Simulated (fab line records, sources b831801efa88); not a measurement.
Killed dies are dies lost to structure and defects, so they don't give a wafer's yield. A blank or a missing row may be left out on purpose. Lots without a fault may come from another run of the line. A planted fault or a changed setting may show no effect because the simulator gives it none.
fab line records | flow sky130
record lots=6 wafers=18 last_day=50
route steps=708 shown SD_N@344 SD_P@359 RES_XHIGH@360 PAD_OPEN@708
lots that met no fault: from a run of the same line without faults
start_h: hours from the record's first day to the start of the lot's first wafer shown | wait_h: hours since the lot's step before | " the same as in the row above | L1.1+2: a row that stands for several wafers | - no value, or no start given | * or withheld: withheld | < > ~ a bound
route shown NAME@n: a module of which the file shows steps, and the number in the route of the first | usual: mean/standard deviation of fault-free wafers | same: alike in all rows | chamber/n: place in a boat | sites: the reading at each site | _std_site: their standard deviation | _edge_site: outer sites' mean less inner sites' | radius_mm: how far each site lies from the wafer's centre | mask NAME#n: copy n | behind: the tool/chamber that last shaped the wafer | hold: why the lot was held/for how many hours/how that ended | device: the transistor (n, p or np) that didn't switch | end of line: the same wafers' tests at the end of the route | a step without rows: its recipe alone | killed: dies lost to structure and defects at the first sort, not the wafer's yield | map: a wafer's dies, x killed, . not, _ none there
set.NAME: the setting as run; set.NAME@STEP: as run at that earlier step | model.NAME: the simulator's own value behind a step, which no gauge read
lots at some steps of the route; a table a step, a row a wafer
services: from which hour (start_h, from the record's first day; less than 0 if before it) a tool's chamber was out of use, for how many hours, and why
## steps
# step SKY_SD_N_COAT_02
# recipe resist=NOVOLAK spin_rpm=3000 resist_thk_nm=1140
# step SKY_SD_N_SOFTBAKE_03
# recipe temp_c=90 time_s=60 resist=NOVOLAK
# step SKY_SD_N_EXPOSE_04
# recipe mask_id=NSDM na=0.6 source_shape=conventional sigma_outer=0.6 polarization=unpolarized target_cd_nm=380 dose_mj=141
# step SKY_SD_N_PEB_05
# recipe temp_c=withheld time_s=* resist=NOVOLAK
# step SKY_SD_N_DEVELOP_06
# recipe resist=NOVOLAK developer=TMAH develop_time_s=60 dev_temp_c=23
# step SKY_SD_N_CD_MEAS_07
# recipe target_cd_nm=380
# usual cd_nm=380.3/2.8
# columns lot.wafer tool chamber start_h wait_h cd_nm
L113.1 cd_sem-01 - 652.31 0.1 378.1
L113.4 " - " " 379.3
L113.5 " - " " 381.9
L125.1 cd_sem-02 - 746.91 0.2 381.3
L125.4 " - " " 380.4
L125.5 " - " " 382.1
L126.1 cd_sem-01 - 754.87 0.1 377.0
L126.3 " - " " 375.5
L126.6 " - " " 374.2
L131.2 cd_sem-01 - 792.77 0.1 380.9
L131.3 " - " " 379.6
L131.5 " - " " 380.9
L133.3 cd_sem-01 - 809.19 0.1 381.2
L133.4 " - " " 380.9
L133.5 " - " " 382.0
L136.1 cd_sem-02 - 821.56 0.1 383.0
L136.5 " - " " 382.6
L136.6 " - " " 380.7
# step SKY_SD_N_OVL_MEAS_08
# usual SD_N_OVL=-0.8/1.7
# columns lot.wafer tool chamber start_h wait_h SD_N_OVL[nm]
L113.1 overlay-01 - 652.43 0.1 2.4
L113.4 " - " " 2.4
L113.5 " - " " -0.9
L125.1 overlay-02 - 747.03 0.1 -2.9
L125.4 " - " " -2.8
L125.5 " - " " -2.4
L126.1 overlay-02 - 754.99 0.1 -0.6
L126.3 " - " " -0.2
L126.6 " - " " -0.3
L131.2 overlay-02 - 792.87 0.1 -1.3
L131.3 " - " " -2.6
L131.5 " - " " 0.4
L133.3 overlay-01 - 809.28 0.1 -0.1
L133.4 " - " " -1.0
L133.5 " - " " -0.8
L136.1 overlay-02 - 821.68 0.1 -2.7
L136.5 " - " " -0.2
L136.6 " - " " -2.1
# step SKY_SD_N_IMPLANT_09
# recipe species=As energy_kev=50 dose_cm2=4e+15 tilt_deg=0
# step SKY_SD_N_IMPLANT_10
# recipe species=P energy_kev=20 dose_cm2=1e+14 tilt_deg=0
# step SKY_SD_N_STRIP_11
# recipe chemistry=O2/N2 power_w=1400 pressure_mtorr=1500 platen_temp_c=withheld o2_flow_sccm=3000 n2_flow_sccm=300 overash_fraction=0.5
# usual chamber_pressure_mTorr=1500.3/1.3 drypump_motor_current_A=5.3/0.32 oes_product_au=0.527/0.0047 strip_time_to_endpoint_s=22.54/0.053
# columns lot.wafer tool chamber start_h wait_h chamber_pressure_mTorr drypump_motor_current_A oes_product_au rf_hours_counter_h strip_time_to_endpoint_s
L113.1 plasma_asher-01 0 652.77 0.1 1499.1 4.8 0.527 24 22.65
L113.4 " 1 " " 1500.4 5.4 0.529 - 22.60
L113.5 " 1 " " 1500.1 5.4 0.531 - 22.60
L125.1 plasma_asher-01 1 747.36 0.1 1501.7 5.4 0.527 35 22.59
L125.4 " 0 " " 1498.3 4.8 0.524 - 22.48
L125.5 " 1 " " 1500.4 5.4 0.537 - 22.50
L126.1 plasma_asher-01 1 755.33 0.1 1501.5 5.5 0.524 36 22.62
L126.3 " 0 " " 1499.7 4.8 0.531 - 22.61
L126.6 " 1 " " 1501.0 5.5 0.529 - 22.65
L131.2 plasma_asher-04 0 793.20 0.1 1500.5 5.1 0.530 85 22.67
L131.3 " 1 " " 1499.2 5.3 0.527 - 22.62
L131.5 " 1 " " 1501.1 5.3 0.521 - 22.66
L133.3 plasma_asher-01 0 809.64 0.1 1503.0 4.8 0.529 - 22.54
L133.4 " 1 " " 1499.6 5.4 0.535 - 22.48
L133.5 " 1 " " 1501.5 5.4 0.526 - 22.52
L136.1 plasma_asher-04 0 822.02 0.1 1503.8 5.1 0.523 88 22.50
L136.5 " 1 " " 1497.2 5.3 0.530 - 22.57
L136.6 " 0 " " 1500.2 5.1 0.525 - 22.55
# step SKY_SD_N_TW_MEAS_12
# usual SD_N_TW=3934/39
# columns lot.wafer tool chamber start_h wait_h SD_N_TW
L113.1 film_metro-03 - 652.87 0.1 3909
L113.4 " - " " 3898
L113.5 " - " " 3901
L125.1 film_metro-03 - 747.46 0.1 3897
L125.4 " - " " 3918
L125.5 " - " " 3907
L126.1 film_metro-01 - 755.43 0.1 3912
L126.3 " - " " 3895
L126.6 " - " " 3912
L131.2 film_metro-03 - 793.31 0.1 3934
L131.3 " - " " 3931
L131.5 " - " " 3942
L133.3 film_metro-01 - 809.72 0.1 3877
L133.4 " - " " 3893
L133.5 " - " " 3906
L136.1 film_metro-02 - 822.12 0.1 3993
L136.5 " - " " 3979
L136.6 " - " " 3986
# step SKY_SD_N_CLEAN_13
# recipe chemistry=SC1/SC2 mix=1:4:20 temp_c=70 time_s=150 dry=n2_spin
# step SKY_SD_N_RTA_14
# recipe temp_c=1075 time_s=2 idle_temp_c=650 ramp_up_c_per_s=150 ramp_down_c_per_s=90 ambient=N2
# usual lamp_power_pct=15.73/0.054 ramp_down_c_per_s=90.003/0.018 wafer_temp_C_max=1078.2/1.2
# columns lot.wafer tool chamber start_h wait_h lamp_power_pct ramp_down_c_per_s wafer_temp_C_max
L113.1 rtp_anneal-01 0 653.03 0.0 15.78 90.005 1077.8
L113.4 " 0 " " 15.65 89.991 1079.0
L113.5 " 0 " " 15.67 89.980 1078.6
L125.1 rtp_anneal-01 0 747.57 0.0 15.75 90.009 1078.6
L125.4 " 0 " " 15.68 89.993 1078.2
L125.5 " 0 " " 15.74 90.009 1079.5
L126.1 rtp_anneal-02 0 755.54 0.0 15.70 90.022 1078.1
L126.3 " 0 " " 15.72 89.979 1077.7
L126.6 " 0 " " 15.79 89.979 1075.9
L131.2 rtp_anneal-01 0 793.43 0.0 16.49 89.992 1108.2
L131.3 " 0 " " 16.58 89.997 1104.7
L131.5 " 0 " " 16.51 90.019 1109.2
L133.3 rtp_anneal-01 0 809.83 0.0 16.50 89.985 1108.7
L133.4 " 0 " " 16.52 90.000 1108.0
L133.5 " 0 " " 16.57 90.007 1109.3
L136.1 rtp_anneal-02 0 822.23 0.0 15.69 90.004 1078.7
L136.5 " 0 " " 15.72 90.027 1077.5
L136.6 " 0 " " 15.71 90.011 1078.7
# step SKY_SD_N_RS_MEAS_16
# recipe thk_meas_gauge=four-point-probe
# usual SD_N_RS=68.61/0.16
# columns lot.wafer tool chamber start_h wait_h SD_N_RS[ohm/sq]
L113.1 film_metro-01 - 653.20 0.1 68.52
L113.4 " - " " 68.57
L113.5 " - " " 68.54
L125.1 film_metro-02 - 747.75 0.1 68.39
L125.4 " - " " 68.43
L125.5 " - " " 68.22
L126.1 film_metro-02 - 755.71 0.1 68.30
L126.3 " - " " 68.38
L126.6 " - " " 68.22
L131.2 film_metro-01 - 793.61 0.1 63.15
L131.3 " - " " 63.18
L131.5 " - " " 63.18
L133.3 film_metro-03 - 810.03 0.1 63.32
L133.4 " - " " 63.28
L133.5 " - " " 63.21
L136.1 film_metro-03 - 822.40 0.1 68.77
L136.5 " - " " 68.62
L136.6 " - " " 68.79
# step SKY_SD_N_RS_MEAS_17
# recipe thk_meas_gauge=four-point-probe
# usual SD_P_RS=147.2/0.43
# columns lot.wafer tool chamber start_h wait_h SD_P_RS[ohm/sq]
L113.1 film_metro-01 - 653.32 0.1 147.3
L113.4 " - " " 146.9
L113.5 " - " " 146.9
L125.1 film_metro-02 - 747.87 0.1 146.7
L125.4 " - " " 146.8
L125.5 " - " " 146.1
L126.1 film_metro-02 - 755.83 0.1 146.3
L126.3 " - " " 146.6
L126.6 " - " " 146.6
L131.2 film_metro-01 - 793.73 0.1 121.4
L131.3 " - " " 121.3
L131.5 " - " " 121.8
L133.3 film_metro-03 - 810.15 0.1 121.1
L133.4 " - " " 121.3
L133.5 " - " " 121.1
L136.1 film_metro-03 - 822.52 0.1 146.8
L136.5 " - " " 147.0
L136.6 " - " " 146.9
# step SKY_SD_N_RS_MEAS_18
# recipe thk_meas_gauge=four-point-probe
# usual RES_XHIGH_RS=333.3/1.4
# columns lot.wafer tool chamber start_h wait_h RES_XHIGH_RS[ohm/sq]
L113.1 film_metro-01 - 653.44 0.1 333.1
L113.4 " - " " 333.7
L113.5 " - " " 333.9
L125.1 film_metro-02 - 747.99 0.1 330.3
L125.4 " - " " 331.2
L125.5 " - " " 330.0
L126.1 film_metro-02 - 755.95 0.1 333.7
L126.3 " - " " 331.8
L126.6 " - " " 333.6
L131.2 film_metro-01 - 793.85 0.1 330.4
L131.3 " - " " 330.3
L131.5 " - " " 329.9
L133.3 film_metro-03 - 810.27 0.1 333.5
L133.4 " - " " 333.6
L133.5 " - " " 334.1
L136.1 film_metro-03 - 822.64 0.1 335.2
L136.5 " - " " 335.8
L136.6 " - " " 335.6
# step SKY_PAD_OPEN_PROBE_99
# usual killed_at_M0_to_M3=44/6.8 killed_at_M4_up=3.4/2 killed_at_contacts=24/5.2 killed_at_front_end=15/5.2 killed_at_other=0.2/0.46 killed_dies=87/9.8 killed_on_rim=17/3.8 killed_open=47/7.5 killed_short=39/6.8
# same gross_dies=492 killed_at_back_side=0
# columns lot.wafer tool chamber start_h wait_h killed_at_M0_to_M3 killed_at_M4_up killed_at_contacts killed_at_front_end killed_at_other killed_dies killed_on_rim killed_open killed_short model.etest.res_xhigh_po.line_ohm_um model.etest.res_xhigh_po.rs_ohm_sq model.etest.pfet_01v8.r_on_ohm_um model.etest.res_pdiff.line_ohm_um model.etest.res_high_po.line_ohm_um model.etest.pfet_g5v0d10v5.r_on_ohm_um model.etest.licon_high_po.rc_ohm model.etest.res_ndiff.line_ohm_um
L113.1 prober-02 - 1081.30 0.1 52 4 24 20 0 100 21 52 48 5807 2067 2962 1397 751.8 4850 350.9 792.2
L113.4 prober-02 - 1081.45 0.2 43 3 22 18 1 87 20 46 41 5595 1987 2926 1392 736.4 4783 345.3 783.2
L113.5 prober-02 - 1081.50 0.2 40 2 24 11 1 78 16 42 36 5876 2050 2938 1390 761.3 4803 357.6 774.4
L125.1 prober-01 - 1146.70 0.1 41 4 21 28 0 94 26 53 41 5533 1945 2879 1414 749.3 4814 346.1 764
L125.4 prober-01 - 1146.85 0.2 39 2 23 13 0 77 14 52 25 5653 1988 2965 1399 748.1 4872 344.1 759.9
L125.5 prober-01 - 1146.90 0.2 47 2 26 18 0 93 22 46 47 5712 1970 2934 1386 749.5 4813 353.4 776.8
L126.1 prober-01 - 1150.53 0.1 36 5 32 14 0 87 25 51 36 6043 2078 2853 1358 750 4691 356.7 754.7
L126.3 prober-01 - 1150.63 0.2 42 2 24 12 0 80 19 44 36 5798 2020 2861 1369 747.5 4776 340.5 767.4
L126.6 prober-01 - 1150.78 0.2 52 2 24 13 0 91 15 40 51 5781 2039 2836 1348 751.8 4629 358.9 754.5
L131.2 prober-02 - 1178.40 0.1 50 0 30 16 0 96 15 57 39 4434 1540 2527 1115 612.6 4604 247.8 687.4
L131.3 prober-02 - 1178.45 0.2 49 3 25 19 0 96 19 58 38 4288 1505 2465 1106 601.8 4564 236.6 675.6
L131.5 prober-02 - 1178.55 0.2 49 4 21 24 1 99 18 54 45 4258 1507 2501 1099 597 4588 247 681.7
L133.3 prober-02 - 1186.67 0.2 48 4 25 12 1 90 18 42 48 4494 1552 2471 1106 609.9 4552 257.2 700.6
L133.4 prober-02 - 1186.72 0.2 42 5 17 10 0 74 13 31 43 4287 1514 2469 1155 601.4 4520 249.9 710.1
L133.5 prober-02 - 1186.77 0.2 45 2 26 20 0 93 14 58 35 4638 1613 2479 1126 625.5 4427 258.2 695.6
L136.1 prober-01 - 1196.49 0.1 48 8 15 14 0 85 15 46 39 6089 2108 2807 1390 767.5 4628 360.7 752.9
L136.5 prober-01 - 1196.69 0.2 30 8 28 16 0 82 15 45 37 6259 2168 2863 1392 758.6 4717 377.1 753.1
L136.6 prober-01 - 1196.74 0.2 52 5 22 11 0 90 18 49 41 6170 2174 2860 1374 774.7 4688 375.9 754.6
# killed by level:class
L113.1 VIA2:geometric_particle:open=10 CONTACT:geometric_particle:open=9 METAL1:geometric_particle:short=8 VIA1:geometric_particle:open=8 FIELD_ISO:geometric_particle:short=5 VIA1:geometric_particle:short=5 METAL2:geometric_particle:short=5 VIA3:geometric_particle:open=5
L113.4 VIA1:geometric_particle:open=14 LOCAL_INTERCONNECT:geometric_particle:short=7 POLY_GATE:geometric_particle:short=6 LI_CONTACT:geometric_particle:open=6 VIA3:geometric_particle:open=6 CONTACT:geometric_particle:open=5 VIA2:geometric_particle:open=5 VIA3:geometric_particle:short=5
L113.5 VIA1:geometric_particle:open=11 CONTACT:geometric_particle:open=10 LOCAL_INTERCONNECT:geometric_particle:short=8 VIA2:geometric_particle:open=7 VIA3:geometric_particle:open=5 FIELD_ISO:geometric_particle:short=4 LI_CONTACT:geometric_particle:open=4 METAL1:geometric_particle:short=4
L125.1 VIA1:geometric_particle:open=9 VIA3:geometric_particle:open=8 FIELD_ISO:geometric_particle:open=7 LI_CONTACT:geometric_particle:open=7 FIELD_ISO:geometric_particle:short=6 VIA2:geometric_particle:open=6 POLY_GATE:geometric_particle:open=5 LOCAL_INTERCONNECT:geometric_particle:short=5
L125.4 VIA1:geometric_particle:open=10 LI_CONTACT:geometric_particle:open=9 CONTACT:geometric_particle:open=9 VIA2:geometric_particle:open=8 VIA3:geometric_particle:short=4 FIELD_ISO:geometric_particle:short=3 FIELD_ISO:geometric_particle:open=3 METAL2:geometric_particle:open=3
L125.5 VIA2:geometric_particle:open=9 LI_CONTACT:geometric_particle:open=9 POLY_GATE:geometric_particle:short=7 CONTACT:geometric_particle:open=7 CONTACT:geometric_particle:short=6 VIA1:geometric_particle:open=6 VIA1:geometric_particle:short=5 METAL2:geometric_particle:short=5
L126.1 CONTACT:geometric_particle:open=19 METAL1:geometric_particle:short=9 VIA2:geometric_particle:open=9 CONTACT:geometric_particle:short=7 FIELD_ISO:geometric_particle:open=5 VIA1:geometric_particle:open=5 FIELD_ISO:geometric_particle:short=4 METAL4:geometric_particle:short=4
L126.3 VIA1:geometric_particle:open=9 LI_CONTACT:geometric_particle:open=8 VIA2:geometric_particle:open=7 CONTACT:geometric_particle:open=7 CONTACT:geometric_particle:short=5 METAL2:geometric_particle:short=5 POLY_GATE:geometric_particle:short=4 METAL1:geometric_particle:short=4
L126.6 VIA1:geometric_particle:open=11 VIA1:geometric_particle:short=9 CONTACT:geometric_particle:open=7 LI_CONTACT:geometric_particle:open=6 CONTACT:geometric_particle:short=6 METAL1:geometric_particle:short=6 METAL2:geometric_particle:short=6 VIA3:geometric_particle:short=5
L131.2 VIA1:geometric_particle:open=11 CONTACT:geometric_particle:open=9 VIA2:geometric_particle:open=9 LI_CONTACT:geometric_particle:open=8 METAL2:geometric_particle:short=7 FIELD_ISO:geometric_particle:open=6 VIA3:geometric_particle:open=6 LOCAL_INTERCONNECT:geometric_particle:short=5
L131.3 VIA1:geometric_particle:open=14 VIA3:geometric_particle:open=10 POLY_GATE:geometric_particle:open=8 CONTACT:geometric_particle:open=8 LOCAL_INTERCONNECT:geometric_particle:short=7 METAL2:geometric_particle:short=7 FIELD_ISO:geometric_particle:short=4 LI_CONTACT:geometric_particle:open=4
L131.5 VIA3:geometric_particle:open=10 FIELD_ISO:geometric_particle:open=9 VIA1:geometric_particle:open=9 VIA2:geometric_particle:open=7 FIELD_ISO:geometric_particle:short=6 LI_CONTACT:geometric_particle:open=6 METAL1:geometric_particle:short=6 VIA1:geometric_particle:short=6
L133.3 VIA1:geometric_particle:open=11 VIA1:geometric_particle:short=10 CONTACT:geometric_particle:open=6 LI_CONTACT:geometric_particle:open=5 VIA2:geometric_particle:open=5 LOCAL_INTERCONNECT:geometric_particle:short=5 CONTACT:geometric_particle:short=5 METAL1:geometric_particle:short=4
L133.4 METAL1:geometric_particle:short=11 VIA1:geometric_particle:open=10 CONTACT:geometric_particle:open=5 VIA1:geometric_particle:short=5 VIA3:geometric_particle:short=5 FIELD_ISO:geometric_particle:short=4 LI_CONTACT:geometric_particle:open=4 METAL2:geometric_particle:short=4
L133.5 VIA1:geometric_particle:open=17 LI_CONTACT:geometric_particle:open=9 FIELD_ISO:geometric_particle:open=8 CONTACT:geometric_particle:open=8 METAL1:geometric_particle:short=7 FIELD_ISO:geometric_particle:short=5 VIA2:geometric_particle:open=5 POLY_GATE:geometric_particle:short=4
L136.1 VIA3:geometric_particle:open=11 LI_CONTACT:geometric_particle:open=9 VIA1:geometric_particle:open=8 METAL1:geometric_particle:short=7 METAL4:geometric_particle:short=6 VIA1:geometric_particle:short=6 METAL3:geometric_particle:short=6 POLY_GATE:geometric_particle:open=4
L136.5 LI_CONTACT:geometric_particle:open=9 VIA1:geometric_particle:open=8 LOCAL_INTERCONNECT:geometric_particle:short=7 FIELD_ISO:geometric_particle:open=6 CONTACT:geometric_particle:open=6 VIA2:geometric_particle:open=5 METAL4:geometric_particle:short=5 CONTACT:geometric_particle:short=4
L136.6 VIA1:geometric_particle:open=11 CONTACT:geometric_particle:open=9 METAL2:geometric_particle:short=8 LI_CONTACT:geometric_particle:open=7 VIA3:geometric_particle:open=7 METAL1:geometric_particle:short=5 VIA2:geometric_particle:open=5 VIA1:geometric_particle:short=5
## services
# columns tool chamber start_h hours kind
plasma_asher-04 - 634.81 35.2 repair
plasma_asher-04 - 723.89 4.9 repair
plasma_asher-04 - 744.11 8.0 repair
plasma_asher-04 - 770.23 3.6 repair
## key
first_sign step=SKY_SD_N_RTA_14 reading=wafer_temp_C_max direction=up sigmas=24 usual=* struck=*
effect step=SKY_SD_N_RTA_14 reading=lamp_power_pct direction=up sigmas=15 usual=15.73 struck=16.53
effect step=SKY_SD_N_RS_MEAS_16 reading=SD_N_RS direction=down sigmas=34 usual=68.61 struck=63.22
effect step=SKY_SD_N_RS_MEAS_17 reading=SD_P_RS direction=down sigmas=60 usual=147.2 struck=121.4
model_effect step=SKY_PAD_OPEN_PROBE_99 value=etest.res_xhigh_po.line_ohm_um without=5726 struck=4400
met_at SKY_SD_N_RTA_14
struck_wafers L131.2,L131.3,L131.5,L133.3,L133.4,L133.5
tester_left_out L131,L133
onset_between 747.57 793.43
fault kind=process_parameter_drift tool=rtp_anneal-01 chamber=- onset_h=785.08 steps=SKY_SD_N_RTA_14 channel=temp_c offset=* shape=step end_h=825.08 acts_in=* stated=*
# tester_left_out: of these lots the tester's yield and bins aren't shown, on N5 and GAA mostly nor the transistor test; their killed dies are dies lost to structure and defects alone, not to doping, threshold or leakage, so they don't give the yield
